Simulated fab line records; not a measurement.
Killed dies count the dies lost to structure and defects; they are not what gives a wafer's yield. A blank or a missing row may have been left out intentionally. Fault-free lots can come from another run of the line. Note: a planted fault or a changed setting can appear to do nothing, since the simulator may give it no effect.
8D (eight disciplines) problem report, filled in by code ; flow gf180mcu ; the parts of the form that need people (team, actions taken, sign-off) are left out

== 1. THE PROBLEM ==
Mean of strip time to endpoint s at GF_LVPWELL_STRIP_10: 35.33 s across 6 wafers in 2 lots; on wafers with no fault it is 37.00 s (standard deviation 0.096). That puts it -17 standard deviations away from the usual mean.
The step: strips in O2/N2.
Earliest sighting: wafer L773.3 on plasma asher-04 at day 5 01:40. Wafers with a number at this step in the record: 39, from 13 lots. By rule, "out" or "out of limits" means more than 4 standard deviations away from the usual mean. Any other wafer with a number is counted as sound.

== 2. WHAT THIS IS AND IS NOT ==
question;is;is not
which readings at this step;strip time to endpoint s;drypump motor current A, oes product au
which lots;L773, L776;L768, L771, L772, L777, L785, L786, L787, L788, L789, L790, L791
which wafers of those lots;all that have a number;-
read on which tools;plasma asher-04;plasma asher-01, plasma asher-02
when;from day 5 01:40;"up to then (9 sound wafers); but 24 sound wafers of L777, L785, L786, L787, L788, L789, L790, L791 came after"

== 3. SUSPECTS, AND WHAT RULES EACH OUT ==
Counting: a tool at any process step up to the reading remains a suspect when it ran all the lots that are out and ran no sound lot after the first of those.
- litho track-04 at GF_LVPWELL_COAT_02 (resist thk 3000 nm): ruled out as a lasting fault. After its first lot that is out, L773 (day 4 17:53), sound lots L790, L791 ran on it.
- plasma asher-04 at GF_LVPWELL_STRIP_10 (strips in O2/N2): ruled out as a lasting fault. After its first lot that is out, L773 (day 5 01:40), sound lots L785, L788 ran on it.
Left after counting: nothing in the record.

== 4. THE CAUSE (what the simulator had put in) ==
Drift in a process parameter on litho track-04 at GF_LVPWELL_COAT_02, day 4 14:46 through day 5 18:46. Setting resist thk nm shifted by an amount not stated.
The count ruled it out by mistake, since the rule takes a fault to strike every lot its tool runs from the start of the fault on, and this one did not do so.

== 5. THE CHAIN OF EFFECTS, in route order ==
Rows list readings where the struck wafers' mean (over those with a number) sits beyond 3 standard deviations from the usual. Scope: only readings with a usual standard deviation given in the record; hours: median across lots of the time from each lot's start at the first step in this table that gives one to its start at this step; sigmas: change in usual standard deviations.
hours;step;reading;usual;on struck wafers;change;sigmas
0;GF_LVPWELL_STRIP_10;strip time to endpoint s;37.00 s;35.33;-1.67;-17
It contains these process steps:
- GF_LVPWELL_STRIP_10: strips in O2/N2.
Later measuring or inspecting steps at which every struck wafer that the step has a row for has a number for every such reading, and none has moved that far: GF_V1_OVL_MEAS_15, GF_M4_THK_MEAS_06.

== 6. WHAT WOULD HAVE CAUGHT IT SOONER ==
11 hours passed between the start of the fault at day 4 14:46 and the first reading out of limits in this record, taken at day 5 01:40.
An alarm limit of 4 standard deviations would not have fired on the tool readings at GF_LVPWELL_COAT_02 for which the record gives a usual standard deviation, since none of them was out on any struck wafer.
